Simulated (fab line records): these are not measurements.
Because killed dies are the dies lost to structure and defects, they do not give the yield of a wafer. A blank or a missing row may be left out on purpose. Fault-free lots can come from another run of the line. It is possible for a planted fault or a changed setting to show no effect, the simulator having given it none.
fab line records + flow sfqLine
record:
- lots: 5
- wafers: 15
- lastDay: 80
route steps=325 shown L0V@17 M0@28 I0@43 M1@58 M8@325
lots that met no fault: taken from a fault-free run of the same line
startH: the number of hours between the record's first day and the start of the first shown wafer of the lot + waitH: how many hours have passed since the lot's step before this one + " unchanged from the row above + L1.1+2: a row that stands for several wafers + - no value, or no start given + * or withheld: withheld + < > ~ a bound
route shown NAME@n: names a module that has steps shown in the file, with the first one's number in the route + usual: mean and standard deviation over wafers with no fault + same: alike in all rows + chamber/n: place in a boat + sites: the reading at each site + _std_site: how widely they spread, as a standard deviation + _edge_site: mean of outer sites minus mean of inner sites + radiusMm: how far each site lies from the wafer's centre + mask NAME#n: copy n + behind: the most recent tool/chamber to have shaped the wafer + hold: what put the lot on hold/how long, in hours/how the hold closed + device: the transistor (n, p or np) that didn't switch + end of line: the route-end tests of the same wafers + step lacking rows: just its recipe + killed: not the wafer's yield, but the dies lost to structure and defects at the first sort + map: the dies of a wafer, with x for killed, . for not killed, _ for no die there
set.NAME: the setting as run; set.NAME@STEP: as run at that earlier step + model.NAME: the simulator's own value behind a step, which no gauge read
lots at some steps of the route; a table a step, a row a wafer
services: when a tool's chamber went out of use (startH, in hours from the record's first day, below 0 if earlier), for how many hours, and the reason
== steps ==
step: SFQ_TRILAYER_L0_VIA_LITHO_COAT_018
recipe:
- resist: BARC
- spinRpm: 3000
- resistThkNm: 62
step: SFQ_TRILAYER_L0_VIA_LITHO_COAT_013
recipe:
- resist: KrF
- spinRpm: 3000
- resistThkNm: 650
step: SFQ_TRILAYER_L0_VIA_LITHO_SOFTBAKE_017
recipe:
- tempC: withheld
- timeS: withheld
- resist: KrF
step: SFQ_TRILAYER_L0_VIA_LITHO_EXPOSE_014
recipe:
- maskId: L0V
- na: 0.6
- sourceShape: conventional
- sigmaOuter: 0.65
- targetCdNm: 700
- doseMj: 21.3
step: SFQ_TRILAYER_L0_VIA_LITHO_PEB_016
recipe:
- pebTempC: 115
- pebTimeS: 60
- resist: KrF
step: SFQ_TRILAYER_L0_VIA_LITHO_DEVELOP_015
recipe:
- timeS: 60
- resist: KrF
step: SFQ_L0V_OVL_MEAS_903
usual:
- L0V_OVL: -2/5.2
| lot.wafer | tool       | chamber | startH | waitH | L0V_OVL[nm] |
|-----------|------------|---------|--------|-------|-------------|
| L644.2    | overlay-02 | -       | 169.57 | 0.1   | 1           |
| L644.3    | "          | -       | "      | "     | -6          |
| L644.5    | "          | -       | "      | "     | -10         |
| L650.2    | overlay-01 | -       | 226.36 | 0.1   | 5           |
| L650.3    | "          | -       | "      | "     | 0           |
| L650.6    | "          | -       | "      | "     | 8           |
| L658.1    | overlay-02 | -       | 276.75 | 0.1   | -3          |
| L658.2    | "          | -       | "      | "     | -10         |
| L658.6    | "          | -       | "      | "     | 1           |
| L661.2    | overlay-01 | -       | 293.15 | 0.1   | -9          |
| L661.4    | "          | -       | "      | "     | -9          |
| L661.6    | "          | -       | "      | "     | -3          |
| L662.3    | overlay-02 | -       | 303.65 | 0.1   | -3          |
| L662.4    | "          | -       | "      | "     | -2          |
| L662.5    | "          | -       | "      | "     | 1           |
step: SFQ_TRILAYER_L0_VIA_BARC_OPEN_VIA_ETCH_021
recipe:
- maskMaterial: PR
- chemistry: O2
- targetDepthNm: 125
- target: BARC
- sourceW: 500
- biasW: 80
- pressureMtorr: 30
- timeS: 41.7
step: SFQ_TRILAYER_L0_VIA_ETCH_VIA_ETCH_016
recipe:
- target: SiO2
- stopOn: MoNx_KI
- maskMaterial: PR
- chemistry: CHF3
- targetDepthNm: 80
- sourceW: 500
- biasW: 80
- pressureMtorr: 30
- timeS: withheld
usual:
- drypumpMotorCurrentA: 5.7/0.53
- oesProductAu: 0.843/0.0072
| lot.wafer | tool       | chamber | startH | waitH | drypumpMotorCurrentA | oesProductAu |
|-----------|------------|---------|--------|-------|----------------------|--------------|
| L644.2    | rieDiel-04 | 2       | 169.64 | 0.0   | 4.9                  | 0.836        |
| L644.3    | "          | 1       | "      | "     | 5.6                  | 0.837        |
| L644.5    | "          | 1       | "      | "     | 5.6                  | 0.847        |
| L650.2    | rieDiel-01 | 1       | 226.43 | 0.0   | 6.2                  | 0.833        |
| L650.3    | "          | 0       | "      | "     | 6.6                  | 0.840        |
| L650.6    | "          | 1       | "      | "     | 6.2                  | 0.847        |
| L658.1    | rieDiel-02 | 0       | 276.83 | 0.0   | 5.3                  | 0.836        |
| L658.2    | "          | 2       | "      | "     | 6.1                  | 0.834        |
| L658.6    | "          | 2       | "      | "     | 6.1                  | 0.838        |
| L661.2    | rieDiel-02 | 2       | 293.22 | 0.0   | 6.1                  | 0.835        |
| L661.4    | "          | 3       | "      | "     | 5.2                  | 0.842        |
| L661.6    | "          | 3       | "      | "     | 5.2                  | 0.851        |
| L662.3    | rieDiel-04 | 2       | 303.71 | 0.0   | 4.9                  | 0.837        |
| L662.4    | "          | 3       | "      | "     | 6.3                  | 0.849        |
| L662.5    | "          | 1       | "      | "     | 5.6                  | 0.848        |
step: SFQ_TRILAYER_L0_VIA_STRIP_STRIP_017
recipe:
- gas: O2
- powerW: 200
- platenTempC: 40
- overashFraction: 0.65
- chemistry: O2
- pressureMtorr: 50
step: SFQ_TRILAYER_L0_VIA_STRIP_SOLV_CLEAN_018
recipe:
- chemistry: NMP
- tempC: 70
- timeS: 600
step: SFQ_TRILAYER_M0_DEP_PRE_CLEAN_020
recipe:
- gas: Ar
- timeS: 15
- biasV: 250
step: SFQ_TRILAYER_M0_DEP_SPUTTER_019
recipe:
- material: Nb
- basePressurePa: 1.33e-06
- chamberPressurePa: 0.1333
- substrateTempC: 20
- resputterCathodeVoltageV: 400
- targetThkNm: 200
- powerW: 2000
- timeS: 133.3
usual:
- cathodeDcPowerW: 2000.0/0.33
- throttleValvePct: 29.9/0.92
| lot.wafer | tool          | chamber | startH | waitH | cathodeDcPowerW | throttleValvePct | model.Nb_of_TRILAYER_M0_DEP_SPUTTER_019.thkNm |
|-----------|---------------|---------|--------|-------|-----------------|------------------|-----------------------------------------------|
| L644.2    | pvdSputter-04 | -       | 170.50 | 0.0   | 2000.7          | 31.9             | 202.6                                         |
| L644.3    | "             | -       | "      | "     | 2000.3          | 29.2             | 200.2                                         |
| L644.5    | "             | -       | "      | "     | 2000.0          | 31.9             | 201.6                                         |
| L650.2    | pvdSputter-03 | -       | 227.29 | 0.0   | 2000.0          | 29.0             | 203                                           |
| L650.3    | "             | -       | "      | "     | 2000.5          | 29.3             | 203.5                                         |
| L650.6    | "             | -       | "      | "     | 2000.2          | 29.6             | 202.1                                         |
| L658.1    | pvdSputter-03 | -       | 277.67 | 0.0   | 1999.8          | 29.4             | 201.3                                         |
| L658.2    | "             | -       | "      | "     | 1999.6          | 30.3             | 326.1                                         |
| L658.6    | "             | -       | "      | "     | 1999.8          | 29.2             | 202.9                                         |
| L661.2    | pvdSputter-05 | -       | 294.06 | 0.0   | 2000.0          | 28.9             | 202                                           |
| L661.4    | "             | -       | "      | "     | 1999.9          | 29.2             | 201.4                                         |
| L661.6    | "             | -       | "      | "     | 2000.5          | 29.1             | 200.9                                         |
| L662.3    | pvdSputter-05 | -       | 304.57 | 0.0   | 1999.9          | 29.2             | 201                                           |
| L662.4    | "             | -       | "      | "     | 2000.6          | 29.5             | 198.3                                         |
| L662.5    | "             | -       | "      | "     | 2000.1          | 29.6             | 198.1                                         |
step: SFQ_M0_RS_MEAS_904
recipe:
- thkMeasGauge: four-point-probe
- reads: Nb_of_TRILAYER_M0_DEP_SPUTTER_019
usual:
- M0_NB_RS: 0.885/0.0092
| lot.wafer | tool         | chamber | startH | waitH | M0_NB_RS[ohm/sq] |
|-----------|--------------|---------|--------|-------|------------------|
| L644.2    | filmMetro-01 | -       | 170.61 | 0.1   | 0.877            |
| L644.3    | "            | -       | "      | "     | 0.887            |
| L644.5    | "            | -       | "      | "     | 0.881            |
| L650.2    | filmMetro-03 | -       | 227.40 | 0.1   | 0.877            |
| L650.3    | "            | -       | "      | "     | 0.874            |
| L650.6    | "            | -       | "      | "     | 0.880            |
| L658.1    | filmMetro-04 | -       | 277.76 | 0.0   | 0.883            |
| L658.2    | "            | -       | "      | "     | 0.543            |
| L658.6    | "            | -       | "      | "     | 0.877            |
| L661.2    | filmMetro-04 | -       | 294.17 | 0.1   | 0.882            |
| L661.4    | "            | -       | "      | "     | 0.882            |
| L661.6    | "            | -       | "      | "     | 0.886            |
| L662.3    | filmMetro-04 | -       | 304.70 | 0.1   | 0.885            |
| L662.4    | "            | -       | "      | "     | 0.897            |
| L662.5    | "            | -       | "      | "     | 0.901            |
step: SFQ_TRILAYER_M0_LITHO_COAT_026
recipe:
- resist: BARC
- spinRpm: 3000
- resistThkNm: 62
step: SFQ_TRILAYER_M0_LITHO_COAT_021
recipe:
- resist: KrF
- spinRpm: 3000
- resistThkNm: 600
step: SFQ_TRILAYER_M0_LITHO_SOFTBAKE_025
recipe:
- tempC: withheld
- timeS: withheld
- resist: KrF
step: SFQ_TRILAYER_M0_LITHO_EXPOSE_022
recipe:
- maskId: M0
- na: 0.6
- sourceShape: conventional
- sigmaOuter: 0.65
- targetCdNm: 500
- doseMj: 14.4
step: SFQ_TRILAYER_M0_LITHO_PEB_024
recipe:
- pebTempC: 115
- pebTimeS: 60
- resist: KrF
step: SFQ_TRILAYER_M0_LITHO_DEVELOP_023
recipe:
- timeS: 60
- resist: KrF
step: SFQ_M0_OVL_MEAS_906
usual:
- M0_OVL: -3/4.8
| lot.wafer | tool       | chamber | startH | waitH | M0_OVL[nm] |
|-----------|------------|---------|--------|-------|------------|
| L644.2    | overlay-02 | -       | 277.96 | 0.1   | -5         |
| L644.3    | "          | -       | "      | "     | -4         |
| L644.5    | "          | -       | "      | "     | -3         |
| L650.2    | overlay-02 | -       | 348.56 | 0.1   | -1         |
| L650.3    | "          | -       | "      | "     | -3         |
| L650.6    | "          | -       | "      | "     | -3         |
| L658.1    | overlay-02 | -       | 407.92 | 0.1   | 6          |
| L658.2    | "          | -       | "      | "     | 5          |
| L658.6    | "          | -       | "      | "     | -2         |
| L661.2    | overlay-02 | -       | 428.45 | 0.1   | 3          |
| L661.4    | "          | -       | "      | "     | -1         |
| L661.6    | "          | -       | "      | "     | -4         |
| L662.3    | overlay-01 | -       | 438.06 | 0.1   | -1         |
| L662.4    | "          | -       | "      | "     | -8         |
| L662.5    | "          | -       | "      | "     | 3          |
step: SFQ_TRILAYER_M0_BARC_OPEN_METAL_ETCH_031
recipe:
- maskMaterial: PR
- chemistry: O2
- targetDepthNm: 125
- target: BARC
- icpW: 600
- biasW: 80
- pressureMtorr: 10
- timeS: 41.7
step: SFQ_TRILAYER_M0_ETCH_METAL_ETCH_024
recipe:
- target: Nb
- stopOn: SiO2
- maskMaterial: PR
- chemistry: Cl2/Ar
- targetDepthNm: 240
- icpW: 600
- biasW: 80
- pressureMtorr: 10
- timeS: 120
usual:
- drypumpMotorCurrentA: 5.7/0.62
- oesProductAu: 0.896/0.0072
| lot.wafer | tool        | chamber | startH | waitH | drypumpMotorCurrentA | oesProductAu | rfHoursCounterH |
|-----------|-------------|---------|--------|-------|----------------------|--------------|-----------------|
| L644.2    | rieMetal-03 | 0       | 278.05 | 0.0   | 5.5                  | 0.897        | 174             |
| L644.3    | "           | 0       | "      | "     | 5.5                  | 0.896        | -               |
| L644.5    | "           | 1       | "      | "     | 6.1                  | 0.901        | -               |
| L650.2    | rieMetal-02 | 0       | 348.65 | 0.0   | 6.5                  | 0.902        | 80              |
| L650.3    | "           | 1       | "      | "     | 6.3                  | 0.896        | -               |
| L650.6    | "           | 0       | "      | "     | 6.5                  | 0.906        | -               |
| L658.1    | rieMetal-02 | 0       | 408.02 | 0.0   | 6.5                  | 0.895        | 87              |
| L658.2    | "           | 1       | "      | "     | 6.3                  | 0.997        | 138             |
| L658.6    | "           | 1       | "      | "     | 6.3                  | 0.908        | -               |
| L661.2    | rieMetal-04 | 0       | 428.54 | 0.0   | 5.7                  | 0.903        | 171             |
| L661.4    | "           | 0       | "      | "     | 5.7                  | 0.894        | -               |
| L661.6    | "           | 1       | "      | "     | 4.7                  | 0.894        | -               |
| L662.3    | rieMetal-03 | 0       | 438.18 | 0.1   | 5.5                  | 0.900        | -               |
| L662.4    | "           | 1       | "      | "     | 6.1                  | 0.898        | -               |
| L662.5    | "           | 1       | "      | "     | 6.1                  | 0.893        | -               |
step: SFQ_TRILAYER_M0_STRIP_STRIP_025
recipe:
- gas: O2
- powerW: 200
- platenTempC: 40
- overashFraction: 0.65
- chemistry: O2
- pressureMtorr: 50
step: SFQ_TRILAYER_M0_STRIP_SOLV_CLEAN_026
recipe:
- chemistry: NMP
- tempC: 70
- timeS: 600
step: SFQ_TRILAYER_I0_DEP_PECVD_027
recipe:
- material: SiO2
- tempC: 150
- timeS: 111.11
- pressureTorr: 2.4
- rfW: 183.3
- precursor: SiH4/N2O
- targetThkNm: 500
usual:
- heaterPowerW: 74/14
- throttleValvePct: 24.5/1.4
| lot.wafer | tool     | chamber | startH | waitH | heaterPowerW | sinceWetCleanH | throttleValvePct |
|-----------|----------|---------|--------|-------|--------------|----------------|------------------|
| L644.2    | pecvd-03 | 0       | 278.95 | 0.0   | 79           | 824            | 24.5             |
| L644.3    | "        | 2       | "      | "     | 61           | 824            | 22.4             |
| L644.5    | "        | 2       | "      | "     | 48           | -              | 22.7             |
| L650.2    | pecvd-01 | 2       | 349.55 | 0.0   | 79           | 1264           | 26.6             |
| L650.3    | "        | 1       | "      | "     | 103          | 1264           | 25.3             |
| L650.6    | "        | 1       | "      | "     | 102          | -              | 25.4             |
| L658.1    | pecvd-02 | 0       | 408.93 | 0.0   | 55           | 201            | 23.9             |
| L658.2    | "        | 1       | "      | "     | 70           | 201            | 22.4             |
| L658.6    | "        | 0       | "      | "     | 58           | -              | 24.1             |
| L661.2    | pecvd-03 | 0       | 429.44 | 0.0   | 82           | 974            | 25.1             |
| L661.4    | "        | 2       | "      | "     | 49           | -              | 22.5             |
| L661.6    | "        | 0       | "      | "     | 83           | -              | 25.0             |
| L662.3    | pecvd-01 | 2       | 439.04 | 0.0   | 81           | 1353           | 26.6             |
| L662.4    | "        | 0       | "      | "     | 95           | -              | 25.6             |
| L662.5    | "        | 1       | "      | "     | 102          | -              | 25.3             |
step: SFQ_TRILAYER_I0_CMP_CMP_028
recipe:
- material: SiO2
- downForcePsi: 3
- platenRpm: 60
- padVelocityMS: 0.94248
usual:
- motorCurrentA: 10.3/0.9
- timeToEndpointS: 218/8.4
| lot.wafer | tool   | chamber | startH | waitH | motorCurrentA | timeToEndpointS |
|-----------|--------|---------|--------|-------|---------------|-----------------|
| L644.2    | cmp-02 | 0       | 279.53 | 0.5   | 11.5          | 228             |
| L644.3    | "      | 1       | "      | "     | 10.2          | 235             |
| L644.5    | "      | 3       | 281.03 | 2.0   | 10.7          | 222             |
| L650.3    | cmp-02 | 0       | 349.63 | 0.0   | 11.3          | 214             |
| L650.2    | "      | 3       | 351.13 | 1.5   | 10.9          | 215             |
| L650.6    | "      | 1       | 352.13 | 2.5   | 10.1          | 235             |
| L658.2    | cmp-01 | 2       | 410.01 | 1.0   | 11.2          | 220             |
| L658.1    | "      | 3       | "      | "     | 10.1          | 216             |
| L658.6    | "      | 1       | 411.51 | 2.5   | 9.0           | 214             |
| L661.2    | cmp-01 | 2       | 430.52 | 1.0   | 11.0          | 220             |
| L661.4    | "      | 3       | "      | "     | 9.5           | 227             |
| L661.6    | "      | 1       | 432.02 | 2.5   | 9.1           | 214             |
| L662.4    | cmp-01 | 0       | 439.12 | 0.0   | 10.0          | 208             |
| L662.3    | "      | 1       | "      | "     | 8.7           | 211             |
| L662.5    | "      | 1       | 441.62 | 2.5   | 9.2           | 227             |
step: SFQ_I0_BOW_MEAS_907
recipe:
- mode: bow
usual:
- I0_BOW: 1/7.5
| lot.wafer | tool         | chamber | startH | waitH | I0_BOW[um] |
|-----------|--------------|---------|--------|-------|------------|
| L644.2    | filmMetro-02 | -       | 282.05 | 2.0   | 15         |
| L644.3    | "            | -       | "      | "     | 6          |
| L644.5    | "            | -       | "      | "     | -7         |
| L650.2    | filmMetro-04 | -       | 352.65 | 1.0   | 3          |
| L650.3    | "            | -       | "      | "     | 3          |
| L650.6    | "            | -       | "      | "     | 0          |
| L658.1    | filmMetro-03 | -       | 412.01 | 1.0   | 8          |
| L658.2    | "            | -       | "      | "     | 5          |
| L658.6    | "            | -       | "      | "     | 4          |
| L661.2    | filmMetro-04 | -       | 432.54 | 1.5   | -2         |
| L661.4    | "            | -       | "      | "     | 5          |
| L661.6    | "            | -       | "      | "     | 4          |
| L662.3    | filmMetro-04 | -       | 442.16 | 2.0   | 8          |
| L662.4    | "            | -       | "      | "     | -8         |
| L662.5    | "            | -       | "      | "     | -4         |
step: SFQ_TRILAYER_I0_METRO_MEASURE_029
usual:
- thkNm: 200.3/1.1
| lot.wafer | tool         | chamber | startH | waitH | thkNm |
|-----------|--------------|---------|--------|-------|-------|
| L644.2    | filmMetro-02 | -       | 282.35 | 0.3   | 200.0 |
| L644.3    | "            | -       | "      | "     | 200.6 |
| L644.5    | "            | -       | "      | "     | 199.0 |
| L650.2    | filmMetro-04 | -       | 352.95 | 0.3   | 199.1 |
| L650.3    | "            | -       | "      | "     | 200.4 |
| L650.6    | "            | -       | "      | "     | 200.9 |
| L658.1    | filmMetro-03 | -       | 412.13 | 0.1   | 201.7 |
| L658.2    | "            | -       | "      | "     | 201.6 |
| L658.6    | "            | -       | "      | "     | 200.7 |
| L661.2    | filmMetro-04 | -       | 432.84 | 0.3   | 202.2 |
| L661.4    | "            | -       | "      | "     | 202.6 |
| L661.6    | "            | -       | "      | "     | 200.0 |
| L662.3    | filmMetro-04 | -       | 442.64 | 0.5   | 199.0 |
| L662.4    | "            | -       | "      | "     | 197.0 |
| L662.5    | "            | -       | "      | "     | 198.9 |
step: SFQ_TRILAYER_I0_VIA_LITHO_COAT_036
recipe:
- resist: BARC
- spinRpm: 3000
- resistThkNm: 62
step: SFQ_TRILAYER_I0_VIA_LITHO_COAT_031
recipe:
- resist: KrF
- spinRpm: 3000
- resistThkNm: 650
step: SFQ_TRILAYER_I0_VIA_LITHO_SOFTBAKE_035
recipe:
- tempC: withheld
- timeS: withheld
- resist: KrF
step: SFQ_TRILAYER_I0_VIA_LITHO_EXPOSE_032
recipe:
- maskId: I0
- na: 0.6
- sourceShape: conventional
- sigmaOuter: 0.65
- targetCdNm: 500
- doseMj: 21.3
step: SFQ_TRILAYER_I0_VIA_LITHO_PEB_034
recipe:
- pebTempC: 115
- pebTimeS: 60
- resist: KrF
step: SFQ_TRILAYER_I0_VIA_LITHO_DEVELOP_033
recipe:
- timeS: 60
- resist: KrF
step: SFQ_I0_OVL_MEAS_908
usual:
- I0_OVL: 2/6.3
| lot.wafer | tool       | chamber | startH | waitH | I0_OVL[nm] |
|-----------|------------|---------|--------|-------|------------|
| L644.2    | overlay-02 | -       | 294.43 | 0.1   | -4         |
| L644.3    | "          | -       | "      | "     | 7          |
| L644.5    | "          | -       | "      | "     | 3          |
| L650.2    | overlay-02 | -       | 356.21 | 0.1   | -4         |
| L650.3    | "          | -       | "      | "     | -9         |
| L650.6    | "          | -       | "      | "     | -4         |
| L658.1    | overlay-01 | -       | 577.55 | 0.1   | -4         |
| L658.2    | "          | -       | "      | "     | -5         |
| L658.6    | "          | -       | "      | "     | -7         |
| L661.2    | overlay-02 | -       | 598.08 | 0.1   | 10         |
| L661.4    | "          | -       | "      | "     | 9          |
| L661.6    | "          | -       | "      | "     | 7          |
| L662.3    | overlay-01 | -       | 608.89 | 0.1   | 11         |
| L662.4    | "          | -       | "      | "     | 2          |
| L662.5    | "          | -       | "      | "     | 17         |
step: SFQ_TRILAYER_I0_VIA_BARC_OPEN_VIA_ETCH_046
recipe:
- maskMaterial: PR
- chemistry: O2
- targetDepthNm: 125
- target: BARC
- sourceW: 500
- biasW: 80
- pressureMtorr: 30
- timeS: 41.7
usual:
- drypumpMotorCurrentA: 5.8/0.43
- oesProductAu: 0.685/0.0044
| lot.wafer | tool       | chamber | startH | waitH | drypumpMotorCurrentA | oesProductAu | rfHoursCounterH |
|-----------|------------|---------|--------|-------|----------------------|--------------|-----------------|
| L644.2    | rieDiel-01 | 1       | 294.46 | 0.0   | 6.1                  | 0.684        | 14              |
| L644.3    | "          | 0       | "      | "     | 6.6                  | 0.682        | 97              |
| L644.5    | "          | 1       | "      | "     | 6.2                  | 0.676        | -               |
| L650.2    | rieDiel-01 | 1       | 356.24 | 0.0   | 6.2                  | 0.681        | 14              |
| L650.3    | "          | 3       | "      | "     | 6.0                  | 0.679        | 9               |
| L650.6    | "          | 3       | "      | "     | 6.0                  | 0.687        | -               |
| L658.1    | rieDiel-01 | 2       | 577.59 | 0.0   | 5.6                  | 0.675        | 33              |
| L658.2    | "          | 0       | "      | "     | 6.6                  | 0.680        | 1               |
| L658.6    | "          | 3       | "      | "     | 6.1                  | 0.687        | -               |
| L661.2    | rieDiel-01 | 3       | 598.11 | 0.0   | 6.0                  | 0.686        | 12              |
| L661.4    | "          | 0       | "      | "     | 6.6                  | 0.684        | 1               |
| L661.6    | "          | 2       | "      | "     | 5.6                  | 0.687        | -               |
| L662.3    | rieDiel-01 | 1       | 608.91 | 0.0   | 6.2                  | 0.681        | 18              |
| L662.4    | "          | 1       | "      | "     | 6.2                  | 0.686        | -               |
| L662.5    | "          | 2       | "      | "     | 5.6                  | 0.689        | -               |
step: SFQ_TRILAYER_I0_VIA_ETCH_VIA_ETCH_034
recipe:
- target: SiO2
- stopOn: Nb
- maskMaterial: PR
- taperDeg: 20
- chemistry: CHF3
- targetDepthNm: 260
- sourceW: 500
- biasW: 80
- pressureMtorr: 30
- timeS: withheld
step: SFQ_TRILAYER_I0_VIA_STRIP_STRIP_035
recipe:
- gas: O2
- powerW: 200
- platenTempC: 40
- overashFraction: 0.65
- chemistry: O2
- pressureMtorr: 50
step: SFQ_TRILAYER_I0_VIA_STRIP_SOLV_CLEAN_036
recipe:
- chemistry: NMP
- tempC: 70
- timeS: 600
step: SFQ_TRILAYER_M1_DEP_PRE_CLEAN_038
recipe:
- gas: Ar
- timeS: 22.5
- biasV: 250
step: SFQ_M8_BOW_MEAS_951
recipe:
- mode: bow
usual:
- M8_BOW: 11/11
| lot.wafer | tool         | chamber | startH  | waitH | M8_BOW[um] | model.etest.m0.combLog10Ohm | model.etest.m0.ohmSq |
|-----------|--------------|---------|---------|-------|------------|-----------------------------|----------------------|
| L644.2    | filmMetro-03 | -       | 1821.60 | 0.0   | 16         | 12                          | 0.8779               |
| L644.3    | "            | -       | "       | "     | 9          | 12                          | 0.8887               |
| L644.5    | "            | -       | "       | "     | -6         | 12                          | 0.8822               |
| L650.2    | filmMetro-04 | -       | 1851.21 | 0.0   | 25         | 12                          | 0.8761               |
| L650.3    | "            | -       | "       | "     | 23         | 12                          | 0.8741               |
| L650.6    | "            | -       | "       | "     | 22         | 12                          | 0.8802               |
| L658.1    | filmMetro-04 | -       | 1869.19 | 0.0   | 15         | 12                          | 0.8838               |
| L658.2    | "            | -       | "       | "     | 13         | 0                           | 0.5455               |
| L658.6    | "            | -       | "       | "     | 13         | 12                          | 0.8766               |
| L661.2    | filmMetro-03 | -       | 1910.04 | 0.0   | 7          | 12                          | 0.8807               |
| L661.4    | "            | -       | "       | "     | 16         | 12                          | 0.8834               |
| L661.6    | "            | -       | "       | "     | 15         | 12                          | 0.8853               |
| L662.3    | filmMetro-03 | -       | 1912.29 | 0.0   | 12         | 12                          | 0.8849               |
| L662.4    | "            | -       | "       | "     | -4         | 12                          | 0.897                |
| L662.5    | "            | -       | "       | "     | 0          | 12                          | 0.8981               |
== services ==
| tool         | chamber | startH | hours | kind   |
|--------------|---------|--------|-------|--------|
| filmMetro-04 | -       | 147.59 | 1.0   | pm     |
| cmp-01       | -       | 149.17 | 3.2   | repair |
| cmp-01       | -       | 151.31 | 1.6   | repair |
| filmMetro-04 | -       | 165.55 | 6.3   | repair |
| cmp-01       | -       | 172.18 | 4.8   | repair |
| cmp-01       | -       | 197.95 | 1.3   | repair |
| cmp-01       | -       | 207.38 | 0.8   | repair |
| cmp-01       | -       | 232.47 | 4.0   | pm     |
| filmMetro-04 | -       | 233.54 | 1.6   | pm     |
| filmMetro-04 | -       | 239.96 | 0.4   | pm     |
| rieDiel-01   | 0       | 252.60 | 5.0   | repair |
| filmMetro-04 | -       | 273.60 | 1.0   | pm     |
| rieDiel-01   | 0       | 312.74 | 18.0  | repair |
| cmp-01       | -       | 354.43 | 6.5   | pm     |
| filmMetro-04 | -       | 392.59 | 0.7   | pm     |
| rieDiel-01   | 2       | 427.32 | 7.7   | repair |
| rieDiel-01   | 3       | 442.46 | 4.9   | repair |
| cmp-01       | -       | 454.74 | 0.4   | repair |
| filmMetro-04 | -       | 484.96 | 1.4   | pm     |
| cmp-01       | -       | 504.81 | 5.2   | pm     |
| filmMetro-04 | -       | 518.69 | 0.2   | pm     |
| cmp-01       | -       | 568.73 | 1.6   | repair |
| cmp-01       | -       | 572.47 | 4.0   | pm     |
| rieDiel-01   | 3       | 606.85 | 7.2   | repair |
== key ==
firstSign:
- step: SFQ_M0_RS_MEAS_904
- reading: M0_NB_RS
- direction: down
- sigmas: 37
- usual: 0.885
- struck: 0.543
effect:
- step: SFQ_TRILAYER_M0_ETCH_METAL_ETCH_024
- reading: oesProductAu
- direction: up
- sigmas: 14
- usual: 0.896
- struck: 0.997
modelEffect:
- step: SFQ_TRILAYER_M0_DEP_SPUTTER_019
- value: Nb_of_TRILAYER_M0_DEP_SPUTTER_019.thkNm
- without: 201.8
- struck: 326.1
modelEffect:
- step: SFQ_M8_BOW_MEAS_951
- value: etest.m0.combLog10Ohm
- without: 12
- struck: 0
metAt SFQ_TRILAYER_M0_DEP_SPUTTER_019
struckWafers L658.2
onsetBetween 227.29 277.67
fault:
- kind: processParameterDrift
- tool: pvdSputter-03
- chamber: -
- onsetH: 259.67
- steps: SFQ_TRILAYER_M0_DEP_SPUTTER_019
- channel: targetThkNm
- offset: 124.3
- shape: step
- endH: 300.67
- scope: struckWafersOnly
- actsIn: theseRecipesOnly
- stated: 200
